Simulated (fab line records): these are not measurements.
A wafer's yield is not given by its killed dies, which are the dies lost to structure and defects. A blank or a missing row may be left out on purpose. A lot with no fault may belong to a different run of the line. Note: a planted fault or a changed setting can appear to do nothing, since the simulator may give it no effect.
Matching of chambers :: flow sky130 :: rie si-02 running SKY_POLY_GATE_ETCH_17: 4 sister chambers
The step etches poly-Si in HBr/Cl2, stops on SiO2, target depth 180 nm, time 70.5 s. 14 wafers are shown with their chamber, then 7 later ones without.

## EACH WAFER AND ITS CHAMBER
wafer: L727.2
chamber: 2
drypump motor current A (A): 5.3
run length s (s): 98.1
rf fwd power W (W): 398.9

wafer: L727.3
chamber: 1
drypump motor current A (A): 5.0
run length s (s): 99.4
rf fwd power W (W): 395.3

wafer: L727.4
chamber: 3
drypump motor current A (A): 6.7
run length s (s): 98.6
rf fwd power W (W): 396.0

wafer: L729.1
chamber: 1
drypump motor current A (A): 4.9
run length s (s): 99.7
rf fwd power W (W): 394.7

wafer: L729.4
chamber: 0
drypump motor current A (A): 4.7
run length s (s): 98.7
rf fwd power W (W): 396.5

wafer: L729.6
chamber: 3
drypump motor current A (A): 6.7
run length s (s): 99.2
rf fwd power W (W): 395.7

wafer: L730.1
chamber: 1
drypump motor current A (A): 4.9
run length s (s): 99.6
rf fwd power W (W): 394.8

wafer: L730.3
chamber: 0
drypump motor current A (A): 4.8
run length s (s): 98.7
rf fwd power W (W): 396.0

wafer: L730.6
chamber: 0
drypump motor current A (A): 4.8
run length s (s): 99.5
rf fwd power W (W): 396.6

wafer: L736.1
chamber: 2
drypump motor current A (A): 5.3
run length s (s): 98.1
rf fwd power W (W): 396.8

wafer: L736.2
chamber: 3
drypump motor current A (A): 6.7
run length s (s): 98.6
rf fwd power W (W): 394.2

wafer: L736.3
chamber: 0
drypump motor current A (A): 4.7
run length s (s): 99.0
rf fwd power W (W): 396.6

wafer: L737.1
chamber: 3
drypump motor current A (A): 6.7
run length s (s): 99.5
rf fwd power W (W): 396.0

wafer: L737.3
chamber: 2
drypump motor current A (A): 5.4
run length s (s): 98.0
rf fwd power W (W): 397.0

SIGNATURES (averages over the wafers above)
reading: drypump motor current A
chamber 0: 4.750
chamber 1: 4.933
chamber 2: 5.333
chamber 3: 6.700
scatter within a chamber: 0.0483

reading: run length s
chamber 0: 98.975
chamber 1: 99.567
chamber 2: 98.067
chamber 3: 98.975
scatter within a chamber: 0.33

reading: rf fwd power W
chamber 0: 396.425
chamber 1: 394.933
chamber 2: 397.567
chamber 3: 395.475
scatter within a chamber: 0.733
Rule: a wafer lies at a distance from a chamber equal to the root of the sum of squares, over the readings, of (its reading less the chamber's mean, divided by the reading's scatter). The wafer belongs to the nearest chamber; if the next one is less than 2 further off, it can't be placed. The scatter: the root of (the sum of the squares of (reading less its chamber's mean) over the shown wafers, divided by (wafers less chambers)).

## WAFERS WITH NO CHAMBER GIVEN
wafer: L737.4
drypump motor current A (A): 4.8
run length s (s): 98.9
rf fwd power W (W): 397.3

wafer: L745.3
drypump motor current A (A): 4.9
run length s (s): 99.4
rf fwd power W (W): 395.0

wafer: L745.4
drypump motor current A (A): 5.4
run length s (s): 98.2
rf fwd power W (W): 396.2

wafer: L745.5
drypump motor current A (A): 5.3
run length s (s): 98.5
rf fwd power W (W): 395.9

wafer: L749.1
drypump motor current A (A): 4.8
run length s (s): 98.8
rf fwd power W (W): 397.4

wafer: L749.5
drypump motor current A (A): 5.0
run length s (s): 99.4
rf fwd power W (W): 395.4

wafer: L749.6
drypump motor current A (A): 4.8
run length s (s): 98.7
rf fwd power W (W): 396.2

## WHICH CHAMBER EACH WENT THROUGH
wafer: L737.4
from the rows above: 0
in truth: 0

wafer: L745.3
from the rows above: 1
in truth: 1

wafer: L745.4
from the rows above: 2
in truth: 2

wafer: L745.5
from the rows above: 2
in truth: 2

wafer: L749.1
from the rows above: 0
in truth: 0

wafer: L749.5
from the rows above: 1
in truth: 1

wafer: L749.6
from the rows above: 0
in truth: 0
Correct placement for 7 of the 7. Can't be placed from these rows: 0. Number placed wrongly: 0.
